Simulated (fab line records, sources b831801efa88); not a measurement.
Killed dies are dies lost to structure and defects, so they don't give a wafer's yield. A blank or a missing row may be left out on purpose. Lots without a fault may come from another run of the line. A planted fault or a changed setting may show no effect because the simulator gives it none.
fab line records | flow sky130
record lots=5 wafers=15 last_day=50
route steps=708 shown VIA2@511 METAL3@532 CAPM@537
lots that met no fault: from a run of the same line without faults
start_h: hours from the record's first day to the start of the lot's first wafer shown | wait_h: hours since the lot's step before | " the same as in the row above | L1.1+2: a row that stands for several wafers | - no value, or no start given | * or withheld: withheld | < > ~ a bound
route shown NAME@n: a module of which the file shows steps, and the number in the route of the first | usual: mean/standard deviation of fault-free wafers | same: alike in all rows | chamber/n: place in a boat | sites: the reading at each site | _std_site: their standard deviation | _edge_site: outer sites' mean less inner sites' | radius_mm: how far each site lies from the wafer's centre | mask NAME#n: copy n | behind: the tool/chamber that last shaped the wafer | hold: why the lot was held/for how many hours/how that ended | device: the transistor (n, p or np) that didn't switch | end of line: the same wafers' tests at the end of the route | a step without rows: its recipe alone | killed: dies lost to structure and defects at the first sort, not the wafer's yield | map: a wafer's dies, x killed, . not, _ none there
set.NAME: the setting as run; set.NAME@STEP: as run at that earlier step | model.NAME: the simulator's own value behind a step, which no gauge read
lots at some steps of the route; a table a step, a row a wafer
services: from which hour (start_h, from the record's first day; less than 0 if before it) a tool's chamber was out of use, for how many hours, and why
## steps
# step SKY_VIA2_DEHYDRATE_04
# recipe temp_c=200 time_s=60
# usual resist_line_temp_C=23.00/0.099
# same time_s=60
# columns lot.wafer tool chamber start_h wait_h resist_line_temp_C
L076.1 litho_track-03 0 846.29 12.8 22.96
L076.2 " 0 " " 23.03
L076.3 " 0 " " 23.02
L081.1 litho_track-01 0 892.31 11.9 23.05
L081.4 " 0 " " 22.94
L081.5 " 0 " " 23.04
L088.2 litho_track-01 0 934.83 12.1 23.04
L088.4 " 0 " " 23.15
L088.6 " 0 " " 23.01
L093.3 litho_track-03 0 974.59 8.2 22.88
L093.5 " 0 " " 23.09
L093.6 " 0 " " 23.03
L095.3 litho_track-01 0 983.56 11.2 23.00
L095.4 " 0 " " 22.92
L095.5 " 0 " " 22.80
# step SKY_VIA2_HMDS_05
# recipe prime_time_s=60 prime_temp_c=120
# usual resist_line_temp_C=22.99/0.11
# columns lot.wafer tool chamber start_h wait_h resist_line_temp_C
L076.1 litho_track-03 0 846.44 0.1 22.83
L076.2 " 0 " " 22.96
L076.3 " 0 " " 22.98
L081.1 litho_track-01 0 892.46 0.1 22.86
L081.4 " 0 " " 22.83
L081.5 " 0 " " 22.98
L088.2 litho_track-01 0 934.98 0.1 22.93
L088.4 " 0 " " 23.10
L088.6 " 0 " " 23.05
L093.3 litho_track-03 0 974.74 0.1 23.14
L093.5 " 0 " " 23.06
L093.6 " 0 " " 23.03
L095.3 litho_track-01 0 983.71 0.1 23.10
L095.4 " 0 " " 22.96
L095.5 " 0 " " 23.09
# step SKY_VIA2_COAT_06
# recipe resist=BARC temp_c=withheld time_s=withheld spin_rpm=3000 resist_thk_nm=60
# usual resist_line_temp_C=*
# columns lot.wafer tool chamber start_h wait_h resist_line_temp_C
L076.1 litho_track-03 0 846.59 0.1 *
L076.2 " 0 " " *
L076.3 " 0 " " *
L081.1 litho_track-01 0 892.61 0.1 *
L081.4 " 0 " " *
L081.5 " 0 " " *
L088.2 litho_track-01 0 935.13 0.1 *
L088.4 " 0 " " *
L088.6 " 0 " " *
L093.3 litho_track-03 0 974.89 0.1 *
L093.5 " 0 " " *
L093.6 " 0 " " *
L095.3 litho_track-01 0 983.86 0.1 *
L095.4 " 0 " " *
L095.5 " 0 " " *
# step SKY_VIA2_COAT_07
# recipe resist=KrF-thick spin_rpm=3000 resist_thk_nm=450
# usual resist_line_temp_C=22.97/0.1
# columns lot.wafer tool chamber start_h wait_h resist_line_temp_C
L076.1 litho_track-03 0 - - 22.94
L076.2 " 0 " " 22.86
L076.3 " 0 " " 22.98
L081.1 litho_track-01 0 - - 22.89
L081.4 " 0 " " 22.95
L081.5 " 0 " " 23.05
L088.2 litho_track-01 0 - - 23.09
L088.4 " 0 " " 22.94
L088.6 " 0 " " 22.92
L093.3 litho_track-03 0 - - 22.94
L093.5 " 0 " " 23.04
L093.6 " 0 " " 23.16
L095.3 litho_track-01 0 - - 22.99
L095.4 " 0 " " 23.03
L095.5 " 0 " " 23.02
# step SKY_VIA2_SOFTBAKE_08
# recipe temp_c=100 time_s=90 resist=KrF-thick
# usual resist_line_temp_C=23.00/0.11
# same time_s=90
# columns lot.wafer tool chamber start_h wait_h resist_line_temp_C
L076.1 litho_track-03 0 - - 22.98
L076.2 " 0 " " 22.89
L076.3 " 0 " " 22.94
L081.1 litho_track-01 0 - - 22.86
L081.4 " 0 " " 23.03
L081.5 " 0 " " 23.01
L088.2 litho_track-01 0 - - 23.13
L088.4 " 0 " " 23.01
L088.6 " 0 " " 22.93
L093.3 litho_track-03 0 - - 22.90
L093.5 " 0 " " 23.04
L093.6 " 0 " " 22.95
L095.3 litho_track-01 0 - - 22.92
L095.4 " 0 " " 23.00
L095.5 " 0 " " 23.08
# step SKY_VIA2_EXPOSE_09
# recipe mask_id=VIM2 na=0.8 source_shape=annular sigma_inner=0.55 sigma_outer=0.85 target_cd_nm=200 dose_mj=38
# columns lot.wafer tool chamber start_h wait_h mask
L076.1+2+3 krf_scanner-02 0 - - VIM2#0
L081.1+4+5 krf_scanner-01 0 - - VIM2#0
L088.2+4+6 krf_scanner-02 0 - - VIM2#0
L093.3+5+6 krf_scanner-02 0 - - VIM2#0
L095.3+4+5 krf_scanner-02 0 - - VIM2#0
# step SKY_VIA2_PEB_10
# recipe peb_temp_c=withheld peb_time_s=withheld resist=KrF-thick
# usual resist_line_temp_C=*
# columns lot.wafer tool chamber start_h wait_h resist_line_temp_C
L076.1 litho_track-03 0 - - *
L076.2 " 0 " " *
L076.3 " 0 " " *
L081.1 litho_track-03 0 - - *
L081.4 " 0 " " *
L081.5 " 0 " " *
L088.2 litho_track-03 0 - - *
L088.4 " 0 " " *
L088.6 " 0 " " *
L093.3 litho_track-04 0 - - *
L093.5 " 0 " " *
L093.6 " 0 " " *
L095.3 litho_track-01 0 - - *
L095.4 " 0 " " *
L095.5 " 0 " " *
# step SKY_VIA2_DEVELOP_11
# recipe develop_time_s=60 resist=KrF-thick dev_temp_c=21
# usual resist_line_temp_C=23.00/0.11
# columns lot.wafer tool chamber start_h wait_h resist_line_temp_C
L076.1 litho_track-03 0 - - 23.08
L076.2 " 0 " " 23.08
L076.3 " 0 " " 23.14
L081.1 litho_track-03 0 - - 22.97
L081.4 " 0 " " 22.97
L081.5 " 0 " " 22.87
L088.2 litho_track-03 0 - - 22.82
L088.4 " 0 " " 23.00
L088.6 " 0 " " 22.87
L093.3 litho_track-04 0 - - 22.91
L093.5 " 0 " " 22.91
L093.6 " 0 " " 22.86
L095.3 litho_track-01 0 - - 23.01
L095.4 " 0 " " 23.06
L095.5 " 0 " " 22.94
# step SKY_VIA2_CD_MEAS_12
# recipe target_cd_nm=200
# usual cd_nm=200.3/1.4
# columns lot.wafer tool chamber start_h wait_h cd_nm
L076.1 cd_sem-02 - 859.14 - 200.6
L076.2 " - " " 200.8
L076.3 " - " " 200.3
L081.1 cd_sem-01 - 905.59 - 201.7
L081.4 " - " " 203.1
L081.5 " - " " 201.7
L088.2 cd_sem-01 - 946.76 - 201.2
L088.4 " - " " 200.9
L088.6 " - " " 201.7
L093.3 cd_sem-01 - 989.07 - 198.8
L093.5 " - " " 201.3
L093.6 " - " " 199.1
L095.3 cd_sem-01 - 995.25 - 197.8
L095.4 " - " " 200.6
L095.5 " - " " 198.5
# step SKY_VIA2_OVL_MEAS_13
# usual VIA2_OVL=-1/6.1
# columns lot.wafer tool chamber start_h wait_h VIA2_OVL[nm]
L076.1 overlay-01 - 859.26 0.1 -3
L076.2 " - " " -17
L076.3 " - " " -6
L081.1 overlay-01 - 905.71 0.1 8
L081.4 " - " " 6
L081.5 " - " " 0
L088.2 overlay-02 - 946.86 0.1 -13
L088.4 " - " " -13
L088.6 " - " " -12
L093.3 overlay-01 - 989.16 0.1 3
L093.5 " - " " 0
L093.6 " - " " 0
L095.3 overlay-01 - 995.34 0.1 -8
L095.4 " - " " -4
L095.5 " - " " -10
# step SKY_VIA2_ETCH_14
# recipe chemistry=N2/H2 target=BARC ion_energy_ev=200 source_w=500 bias_w=100 pressure_mtorr=30 n2_flow_sccm=100 h2_flow_sccm=200 stop_on=SiO2 time_s=45.9 target_depth_a=600
# usual drypump_motor_current_A=5.9/0.35 oes_product_au=0.855/0.0049 throttle_valve_pct=13.226/0.0097
# same time_s=45.9
# columns lot.wafer tool chamber start_h wait_h drypump_motor_current_A oes_product_au rf_hours_counter_h throttle_valve_pct
L076.1 rie_diel-03 2 859.29 0.0 6.0 0.863 20 13.228
L076.2 " 0 " " 5.5 0.849 13 13.238
L076.3 " 1 " " 5.9 0.848 8 13.222
L081.1 rie_diel-03 1 905.74 0.0 5.9 0.852 9 13.230
L081.4 " 3 " " 5.7 0.846 21 13.222
L081.5 " 0 " " 5.5 0.857 - 13.237
L088.2 rie_diel-01 3 946.89 0.0 5.0 0.857 5 13.229
L088.4 " 1 " " 5.6 0.853 - 13.216
L088.6 " 0 " " 5.8 0.853 - 13.228
L093.3 rie_diel-03 1 989.18 0.0 5.8 0.853 11 13.204
L093.5 " 0 " " 5.5 0.857 - 13.217
L093.6 " 3 " " 5.8 0.850 - 13.218
L095.3 rie_diel-03 1 995.36 0.0 5.8 0.847 12 13.229
L095.4 " 3 " " 5.8 0.851 24 13.241
L095.5 " 3 " " 5.8 0.854 - 13.221
# step SKY_VIA2_ETCH_15
# recipe target=SiO2 chemistry=C4F8/O2/Ar target_depth_nm=546 stop_on=TiN mask_material=KrF-thick source_w=1500 bias_w=1200 pressure_mtorr=40 c4f8_flow_sccm=withheld O2_flow_sccm=6 Ar_flow_sccm=300 time_s=84
# usual oes_product_au=0.926/0.0048
# same time_s=84
# columns lot.wafer tool chamber start_h wait_h oes_product_au rf_hours_counter_h
L076.1 rie_diel-03 2 859.33 0.0 0.927 20
L076.2 " 0 " " 0.927 13
L076.3 " 1 " " 0.925 8
L081.1 rie_diel-03 1 905.78 0.0 0.931 9
L081.4 " 3 " " 0.930 21
L081.5 " 0 " " 0.926 -
L088.2 rie_diel-01 3 946.93 0.0 0.931 5
L088.4 " 1 " " 0.927 -
L088.6 " 0 " " 0.923 -
L093.3 rie_diel-03 1 989.22 0.0 0.927 11
L093.5 " 0 " " 0.922 -
L093.6 " 3 " " 0.919 -
L095.3 rie_diel-03 1 995.41 0.0 0.927 12
L095.4 " 3 " " 0.918 24
L095.5 " 3 " " 0.928 -
# step SKY_VIA2_STRIP_16
# recipe chemistry=O2/N2 power_w=1400 pressure_mtorr=1500 platen_temp_c=withheld o2_flow_sccm=3000 n2_flow_sccm=300 overash_fraction=0.5
# usual drypump_motor_current_A=5.9/0.35 oes_product_au=0.398/0.0043 strip_time_to_endpoint_s=4.053/0.029
# same overash_fraction=0.5
# columns lot.wafer tool chamber start_h wait_h drypump_motor_current_A oes_product_au rf_hours_counter_h strip_time_to_endpoint_s
L076.1 plasma_asher-03 0 859.40 0.0 6.3 0.401 106 4.059
L076.2 " 1 " " 5.6 0.394 106 4.045
L076.3 " 1 " " 5.6 0.396 - 4.052
L081.1 plasma_asher-02 1 905.85 0.0 6.2 0.401 78 4.027
L081.4 " 1 " " 6.3 0.396 - 4.058
L081.5 " 1 " " 6.2 0.394 - 3.989
L088.2 plasma_asher-04 1 947.00 0.0 5.3 0.391 18 4.143
L088.4 " 0 " " 5.9 0.399 - 4.099
L088.6 " 1 " " 5.4 0.398 - 4.107
L093.3 plasma_asher-03 0 989.32 0.1 6.3 0.403 - 4.065
L093.5 " 1 " " 5.6 0.403 - 3.997
L093.6 " 0 " " 6.3 0.405 - 4.017
L095.3 plasma_asher-03 0 995.50 0.1 6.3 0.397 - 4.033
L095.4 " 1 " " 5.6 0.393 - 4.056
L095.5 " 0 " " 6.3 0.402 - 4.047
# step SKY_VIA2_STRIP_17
# recipe chemistry=post_etch_residue_remover time_s=1200 temp_c=72.5
# same time_s=1200
# columns lot.wafer tool chamber start_h wait_h
L076.1+2+3 wet_bench-04 0 859.50 0.1
L081.1+4+5 wet_bench-01 2 905.95 0.1
L088.2+4+6 wet_bench-01 2 947.10 0.1
L093.3+5+6 wet_bench-04 1 989.39 0.0
L095.3+4+5 wet_bench-01 2 995.57 0.0
# step SKY_VIA2_CLEAN_18
# recipe chemistry=IPA time_s=180 temp_c=25
# same time_s=180
# columns lot.wafer tool chamber start_h wait_h
L076.1+2+3 wet_bench-01 1 859.84 0.0
L081.1+4+5 wet_bench-04 3 906.32 0.0
L088.2+4+6 wet_bench-03 2 947.44 0.0
L093.3+5+6 wet_bench-04 3 989.76 0.0
L095.3+4+5 wet_bench-04 2 995.91 0.0
# step SKY_VIA2_CLEAN_19
# recipe chemistry=O3/DIW dry=n2_spin
# columns lot.wafer tool chamber start_h wait_h
L076.1+2+3 wet_bench-03 1 859.90 0.0
L081.1+4+5 wet_bench-03 3 906.38 0.0
L088.2+4+6 wet_bench-04 2 947.50 0.0
L093.3+5+6 wet_bench-04 3 989.82 0.0
L095.3+4+5 wet_bench-01 3 995.97 0.0
# step SKY_VIA2_SPUTTER_20
# recipe material=TiN target_thk_nm=20 chamber_pressure_pa=5 power_w=4000 time_s=80
# usual chamber_pressure_pa=5.001/0.0099 throttle_valve_pct=29.7/0.97
# same time_s=80
# columns lot.wafer tool chamber start_h wait_h chamber_pressure_pa throttle_valve_pct
L076.1 pvd_sputter-03 - 859.99 0.0 5.005 28.8
L076.2 " - " " 5.003 29.3
L076.3 " - " " 4.997 29.1
L081.1 pvd_sputter-02 - 906.47 0.0 5.009 30.1
L081.4 " - " " 5.001 29.5
L081.5 " - " " 4.996 29.7
L088.2 pvd_sputter-02 - 947.60 0.0 5.023 29.5
L088.4 " - " " 5.002 30.3
L088.6 " - " " 5.001 29.3
L093.3 pvd_sputter-02 - 989.92 0.0 5.008 30.1
L093.5 " - " " 5.017 29.6
L093.6 " - " " 5.001 30.1
L095.3 pvd_sputter-04 - 996.07 0.0 4.985 32.5
L095.4 " - " " 5.005 29.1
L095.5 " - " " 5.003 30.6
# step SKY_VIA2_CVD_21
# recipe material=W target_thk_nm=420 time_s=126.4 temp_c=397.3 pressure_torr=40
# usual heater_power_w=832/86 susceptor_temp_C=397.24/0.21
# same time_s=126.4
# columns lot.wafer tool chamber start_h wait_h heater_power_w susceptor_temp_C
L076.1 cvd_w-02 1 860.05 0.0 906 397.24
L076.2 " 0 " " 814 397.10
L076.3 " 0 " " 807 396.94
L081.1 cvd_w-01 0 906.53 0.0 903 397.27
L081.4 " 1 " " 710 396.98
L081.5 " 1 " " 709 397.18
L088.2 cvd_w-02 0 947.67 0.0 775 397.28
L088.4 " 0 " " 804 397.20
L088.6 " 1 " " 909 397.34
L093.3 cvd_w-01 1 990.04 0.1 711 397.08
L093.5 " 1 " " 726 397.10
L093.6 " 0 " " 901 397.10
L095.3 cvd_w-02 1 996.17 0.1 916 397.20
L095.4 " 0 " " 773 397.02
L095.5 " 0 " " 801 397.11
# step SKY_VIA2_RS_MEAS_22
# recipe thk_meas_gauge=four-point-probe reads=W_of_VIA2_CVD_21+TiN_of_VIA2_SPUTTER_20
# usual VIA2_W_RS=0.2866/0.0028
# columns lot.wafer tool chamber start_h wait_h VIA2_W_RS[ohm/sq]
L076.1 film_metro-04 - 860.18 0.1 0.2918
L076.2 " - " " 0.2863
L076.3 " - " " 0.2859
L081.1 film_metro-04 - 906.66 0.1 0.2866
L081.4 " - " " 0.2854
L081.5 " - " " 0.2876
L088.2 film_metro-04 - 947.82 0.1 0.2872
L088.4 " - " " 0.2909
L088.6 " - " " 0.2860
L093.3 film_metro-02 - 990.16 0.1 0.2844
L093.5 " - " " 0.2816
L093.6 " - " " 0.2816
L095.3 film_metro-04 - 996.30 0.1 0.2863
L095.4 " - " " 0.2874
L095.5 " - " " 0.2878
# step SKY_VIA2_THK_MEAS_23
# recipe thk_meas_gauge=xrf reads=W_of_VIA2_CVD_21
# usual VIA2_W_THK=400/6.3
# columns lot.wafer tool chamber start_h wait_h VIA2_W_THK[nm]
L076.1 film_metro-04 - 860.30 0.1 397
L076.2 " - " " 401
L076.3 " - " " 401
L081.1 film_metro-04 - 906.78 0.1 399
L081.4 " - " " 398
L081.5 " - " " 399
L088.2 film_metro-04 - 947.93 0.1 399
L088.4 " - " " 397
L088.6 " - " " 404
L093.3 film_metro-02 - 990.26 0.1 397
L093.5 " - " " 401
L093.6 " - " " 398
L095.3 film_metro-04 - 996.40 0.1 402
L095.4 " - " " 398
L095.5 " - " " 402
# step SKY_VIA2_CMP_24
# recipe stop_on=SiO2 t_overpolish_s=20 down_force_psi=3.5 platen_rpm=60 target_thk_nm=0 pad_velocity_m_s=0.94248
# usual motor_current_A=11.3/0.77 overpolish_run_s=20.000/0.0086 slurry_flow_ml_min=150.0/0.46 time_to_endpoint_s=96/3.1
# columns lot.wafer tool chamber start_h wait_h motor_current_A overpolish_run_s slurry_flow_ml_min time_to_endpoint_s
L076.1 cmp-01 3 860.49 0.2 12.5 19.991 149.6 96
L076.2 " 0 " " 9.8 20.001 149.5 98
L076.3 " 1 " " 11.1 20.000 149.1 99
L081.1 cmp-01 0 906.84 0.1 9.5 19.986 150.6 97
L081.4 " 2 " " 11.0 20.010 150.0 95
L081.5 " 1 " " 11.9 19.994 150.6 102
L088.4 cmp-01 2 948.03 0.1 11.1 19.998 149.3 95
L088.2 " 3 " " 11.7 20.010 150.5 96
L088.6 " 2 " " 10.6 19.994 149.6 95
L093.3 cmp-01 2 990.45 0.2 11.3 20.016 149.9 92
L093.6 " 3 " " 12.0 20.003 150.5 98
L093.5 " 0 " " 9.8 19.989 150.3 97
L095.3 cmp-02 0 996.50 0.1 11.2 20.005 150.1 99
L095.4 " 3 " " 11.2 19.993 150.0 96
L095.5 " 1 " " 12.5 20.005 150.6 102
# step SKY_METAL3_SPUTTER_00
# recipe material=Ti target_thk_nm=15 power_w=3000 time_s=10 chamber_pressure_pa=0.4
# usual chamber_pressure_pa=0.3999/0.001 throttle_valve_pct=30.1/1.1
# same time_s=10
# columns lot.wafer tool chamber start_h wait_h chamber_pressure_pa throttle_valve_pct
L076.1 pvd_sputter-01 - 860.74 0.2 0.4000 31.0
L076.2 " - " " 0.3980 30.0
L076.3 " - " " 0.4001 31.1
L081.1 pvd_sputter-03 - 907.14 0.2 0.3995 29.5
L081.4 " - " " 0.4018 29.3
L081.5 " - " " 0.3989 29.5
L088.2 pvd_sputter-04 - 948.28 0.1 0.3999 32.4
L088.4 " - " " 0.3996 28.8
L088.6 " - " " 0.4001 29.1
L093.3 pvd_sputter-01 - 990.60 0.1 0.4002 29.5
L093.5 " - " " 0.3999 30.4
L093.6 " - " " 0.4011 31.2
L095.3 pvd_sputter-01 - 996.80 0.2 0.4012 30.9
L095.4 " - " " 0.3995 31.2
L095.5 " - " " 0.4011 30.5
# step SKY_METAL3_SPUTTER_01
# recipe material=TiN target_thk_nm=20 power_w=6500 time_s=16.7 chamber_pressure_pa=0.4
# usual chamber_pressure_pa=0.4000/0.00085 throttle_valve_pct=30.1/1.1
# same time_s=16.7
# columns lot.wafer tool chamber start_h wait_h chamber_pressure_pa throttle_valve_pct
L076.1 pvd_sputter-01 - 860.76 0.0 0.3998 31.3
L076.2 " - " " 0.4002 30.2
L076.3 " - " " 0.4006 31.0
L081.1 pvd_sputter-03 - 907.16 0.0 0.4006 29.5
L081.4 " - " " 0.4003 29.0
L081.5 " - " " 0.4014 29.3
L088.2 pvd_sputter-04 - 948.30 0.0 0.4003 32.5
L088.4 " - " " 0.4001 29.0
L088.6 " - " " 0.3998 29.0
L093.3 pvd_sputter-01 - 990.63 0.0 0.3991 29.7
L093.5 " - " " 0.3995 30.2
L093.6 " - " " 0.3990 31.2
L095.3 pvd_sputter-01 - 996.82 0.0 0.3994 30.8
L095.4 " - " " 0.4016 31.3
L095.5 " - " " 0.3992 30.6
# step SKY_METAL3_SPUTTER_02
# recipe material=AlCu target_thk_nm=735 power_w=10600 time_s=39.1 chamber_pressure_pa=0.4
# usual chamber_pressure_pa=0.3999/0.00088 throttle_valve_pct=30.1/1
# same time_s=39.1
# columns lot.wafer tool chamber start_h wait_h chamber_pressure_pa throttle_valve_pct
L076.1 pvd_sputter-01 - 860.79 0.0 0.4003 31.0
L076.2 " - " " 0.4003 30.0
L076.3 " - " " 0.4002 31.0
L081.1 pvd_sputter-03 - 907.19 0.0 0.4010 29.5
L081.4 " - " " 0.4010 28.9
L081.5 " - " " 0.3996 29.8
L088.2 pvd_sputter-04 - 948.33 0.0 0.4005 32.5
L088.4 " - " " 0.4015 29.1
L088.6 " - " " 0.3994 29.1
L093.3 pvd_sputter-01 - 990.65 0.0 0.3996 30.2
L093.5 " - " " 0.3986 30.5
L093.6 " - " " 0.3999 31.2
L095.3 pvd_sputter-01 - 996.85 0.0 0.3998 30.9
L095.4 " - " " 0.4000 31.2
L095.5 " - " " 0.4004 30.3
# step SKY_METAL3_SPUTTER_03
# recipe material=Ti target_thk_nm=5 power_w=3000 time_s=3.3 chamber_pressure_pa=0.4
# usual chamber_pressure_pa=0.4000/0.00072 throttle_valve_pct=30.1/1.1
# same time_s=3.3
# columns lot.wafer tool chamber start_h wait_h chamber_pressure_pa throttle_valve_pct
L076.1 pvd_sputter-01 - 860.83 0.0 0.3993 31.1
L076.2 " - " " 0.3985 29.8
L076.3 " - " " 0.4009 30.8
L081.1 pvd_sputter-03 - 907.23 0.0 0.3993 29.3
L081.4 " - " " 0.4011 29.0
L081.5 " - " " 0.4007 29.4
L088.2 pvd_sputter-04 - 948.37 0.0 0.3988 32.8
L088.4 " - " " 0.4008 29.4
L088.6 " - " " 0.4014 29.2
L093.3 pvd_sputter-01 - 990.69 0.0 0.4010 29.9
L093.5 " - " " 0.4001 30.2
L093.6 " - " " 0.3988 31.3
L095.3 pvd_sputter-01 - 996.89 0.0 0.4005 31.0
L095.4 " - " " 0.4006 31.0
L095.5 " - " " 0.4001 30.3
# step SKY_METAL3_SPUTTER_04
# recipe material=TiN target_thk_nm=70 power_w=6500 time_s=58.3 chamber_pressure_pa=0.4
# usual chamber_pressure_pa=0.4000/0.00082 throttle_valve_pct=30.1/1.1
# same time_s=58.3
# columns lot.wafer tool chamber start_h wait_h chamber_pressure_pa throttle_valve_pct
L076.1 pvd_sputter-01 - 860.84 0.0 0.3989 31.2
L076.2 " - " " 0.4001 29.9
L076.3 " - " " 0.3999 30.9
L081.1 pvd_sputter-03 - 907.25 0.0 0.4005 29.6
L081.4 " - " " 0.4010 28.9
L081.5 " - " " 0.4005 29.6
L088.2 pvd_sputter-04 - 948.39 0.0 0.3994 32.7
L088.4 " - " " 0.4002 29.2
L088.6 " - " " 0.3993 29.3
L093.3 pvd_sputter-01 - 990.71 0.0 0.3995 29.7
L093.5 " - " " 0.3992 30.7
L093.6 " - " " 0.3999 31.1
L095.3 pvd_sputter-01 - 996.91 0.0 0.4006 31.0
L095.4 " - " " 0.4001 31.3
L095.5 " - " " 0.4005 30.5
# step SKY_CAPM_CVD_00
# recipe material=SiO2 target_thk_nm=15.5 temp_c=400 time_s=withheld rf_w=450
# usual heater_power_w=660/90 susceptor_temp_C=400.00/0.21
# columns lot.wafer tool chamber start_h wait_h heater_power_w susceptor_temp_C
L076.1 pecvd-04 1 860.89 0.0 626 400.29
L076.2 " 2 " " 589 399.98
L076.3 " 1 " " 637 399.84
L081.1 pecvd-03 0 907.30 0.0 617 400.13
L081.4 " 1 " " 848 400.25
L081.5 " 2 " " 706 400.02
L088.2 pecvd-04 1 948.44 0.0 729 400.07
L088.4 " 2 " " 560 400.07
L088.6 " 1 " " 745 400.14
L093.3 pecvd-03 2 990.76 0.0 685 399.95
L093.5 " 0 " " 657 399.86
L093.6 " 1 " " 845 399.80
L095.3 pecvd-03 1 996.95 0.0 817 400.14
L095.4 " 2 " " 704 400.46
L095.5 " 0 " " 670 400.15
# step SKY_CAPM_THK_MEAS_01
# recipe reads=SiO2_of_CAPM_CVD_00
# usual CAPM_CVD_00_THK=15.43/0.2
# columns lot.wafer tool chamber start_h wait_h CAPM_CVD_00_THK[nm]
L076.1 film_metro-03 - 860.93 - 15.11
L076.2 " - " " 15.06
L076.3 " - " " 15.36
L081.1 film_metro-01 - 907.32 - 15.08
L081.4 " - " " 15.66
L081.5 " - " " 15.22
L088.2 film_metro-01 - 948.47 - 15.67
L088.4 " - " " 15.65
L088.6 " - " " 15.75
L093.3 film_metro-03 - 990.80 - 15.31
L093.5 " - " " 15.58
L093.6 " - " " 15.64
L095.3 film_metro-02 - 997.00 - 15.25
L095.4 " - " " 15.51
L095.5 " - " " 15.48
# step SKY_CAPM_SPUTTER_02
# recipe material=TiN target_thk_nm=200 temp_c=300 power_w=6500 time_s=166.7 chamber_pressure_pa=0.4
# usual chamber_pressure_pa=0.4000/0.00082 susceptor_temp_C=299.97/0.19 throttle_valve_pct=29.9/0.58
# same time_s=166.7
# columns lot.wafer tool chamber start_h wait_h chamber_pressure_pa susceptor_temp_C throttle_valve_pct
L076.1 pvd_sputter-02 - 860.99 0.1 0.4005 300.00 30.1
L076.2 " - " " 0.3992 300.27 30.0
L076.3 " - " " 0.4016 300.43 29.5
L081.1 pvd_sputter-01 - 907.38 0.1 0.4004 300.09 30.1
L081.4 " - " " 0.3999 299.81 31.2
L081.5 " - " " 0.4001 300.13 30.4
L088.2 pvd_sputter-02 - 948.52 0.0 0.4004 299.63 30.1
L088.4 " - " " 0.4004 299.99 29.3
L088.6 " - " " 0.3992 299.86 29.5
L093.3 pvd_sputter-03 - 990.84 0.0 0.3991 300.25 29.7
L093.5 " - " " 0.4007 299.95 28.9
L093.6 " - " " 0.3990 299.76 29.7
L095.3 pvd_sputter-03 - 997.04 0.0 0.3997 299.67 29.5
L095.4 " - " " 0.4002 299.95 28.6
L095.5 " - " " 0.3993 299.85 29.8
# step SKY_CAPM_RS_MEAS_03
# recipe thk_meas_gauge=four-point-probe reads=TiN_of_CAPM_SPUTTER_02
# usual CAPM_TIN_RS=6.93/0.073
# columns lot.wafer tool chamber start_h wait_h CAPM_TIN_RS[ohm/sq]
L076.1 film_metro-02 - 861.09 0.1 6.98
L076.2 " - " " 6.93
L076.3 " - " " 6.94
L081.1 film_metro-03 - 907.49 0.1 6.99
L081.4 " - " " 6.87
L081.5 " - " " 7.00
L088.2 film_metro-01 - 948.66 0.1 7.05
L088.4 " - " " 7.11
L088.6 " - " " 7.10
L093.3 film_metro-03 - 990.99 0.1 6.93
L093.5 " - " " 6.92
L093.6 " - " " 6.89
L095.3 film_metro-02 - 997.19 0.1 6.91
L095.4 " - " " 6.88
L095.5 " - " " 6.90
# step SKY_CAPM_THK_MEAS_04
# recipe thk_meas_gauge=xrf reads=TiN_of_CAPM_SPUTTER_02
# usual CAPM_TIN_THK=200.6/2.4
# columns lot.wafer tool chamber start_h wait_h CAPM_TIN_THK[nm]
L076.1 film_metro-02 - 861.21 0.1 198.0
L076.2 " - " " 197.9
L076.3 " - " " 197.7
L081.1 film_metro-03 - 907.61 0.1 200.1
L081.4 " - " " 203.2
L081.5 " - " " 200.1
L088.2 film_metro-01 - 948.77 0.1 198.1
L088.4 " - " " 197.3
L088.6 " - " " 197.0
L093.3 film_metro-03 - 991.09 0.1 201.3
L093.5 " - " " 201.3
L093.6 " - " " 202.2
L095.3 film_metro-02 - 997.29 0.1 199.7
L095.4 " - " " 200.0
L095.5 " - " " 200.5
# step SKY_CAPM_DEHYDRATE_05
# recipe temp_c=200 time_s=60
# usual resist_line_temp_C=23.00/0.099
# same time_s=60
# columns lot.wafer tool chamber start_h wait_h resist_line_temp_C
L076.1 litho_track-01 0 873.76 12.5 23.03
L076.2 " 0 " " 22.94
L076.3 " 0 " " 23.02
L081.1 litho_track-02 0 919.21 11.6 22.89
L081.4 " 0 " " 22.82
L081.5 " 0 " " 22.94
L088.2 litho_track-02 0 960.43 11.7 22.78
L088.4 " 0 " " 23.00
L088.6 " 0 " " 23.01
L093.3 litho_track-02 0 1000.41 9.3 23.23
L093.5 " 0 " " 23.07
L093.6 " 0 " " 23.18
L095.3 litho_track-01 0 1008.56 11.3 23.00
L095.4 " 0 " " 22.95
L095.5 " 0 " " 22.86
# step SKY_CAPM_HMDS_06
# recipe prime_time_s=60 prime_temp_c=120
# usual resist_line_temp_C=22.99/0.11
# columns lot.wafer tool chamber start_h wait_h resist_line_temp_C
L076.1 litho_track-01 0 873.91 0.1 22.97
L076.2 " 0 " " 23.04
L076.3 " 0 " " 23.20
L081.1 litho_track-02 0 919.36 0.1 22.84
L081.4 " 0 " " 23.10
L081.5 " 0 " " 23.02
L088.2 litho_track-02 0 960.58 0.1 22.85
L088.4 " 0 " " 22.90
L088.6 " 0 " " 22.81
L093.3 litho_track-02 0 1000.56 0.1 22.95
L093.5 " 0 " " 23.05
L093.6 " 0 " " 23.10
L095.3 litho_track-01 0 1008.71 0.1 23.15
L095.4 " 0 " " 22.94
L095.5 " 0 " " 23.10
## services
# columns tool chamber start_h hours kind
rie_diel-03 2 823.69 6.2 repair
pvd_sputter-01 - 830.32 6.7 repair
cmp-01 - 842.17 4.5 pm
rie_diel-03 - 844.31 0.6 repair
pvd_sputter-01 - 848.58 1.0 repair
pvd_sputter-03 - 849.68 2.0 repair
pvd_sputter-01 - 853.10 0.7 repair
cmp-01 - 858.89 1.5 repair
krf_scanner-02 - 862.01 1.2 repair
pvd_sputter-01 - 882.44 2.7 repair
cmp-01 - 887.88 0.3 repair
pvd_sputter-02 - 890.26 7.2 repair
krf_scanner-02 - 893.00 1.0 pm
krf_scanner-02 - 909.46 3.4 repair
krf_scanner-02 - 918.41 1.3 pm
krf_scanner-02 - 926.28 0.7 repair
krf_scanner-02 - 941.36 3.6 pm
rie_diel-03 1 943.21 11.6 repair
krf_scanner-02 - 945.40 0.8 pm
krf_scanner-02 - 965.28 4.0 pm
pvd_sputter-01 - 973.24 4.6 repair
cmp-01 - 974.27 2.0 repair
pvd_sputter-03 - 977.63 3.7 repair
pvd_sputter-04 - 998.61 2.4 repair
## key
fault none
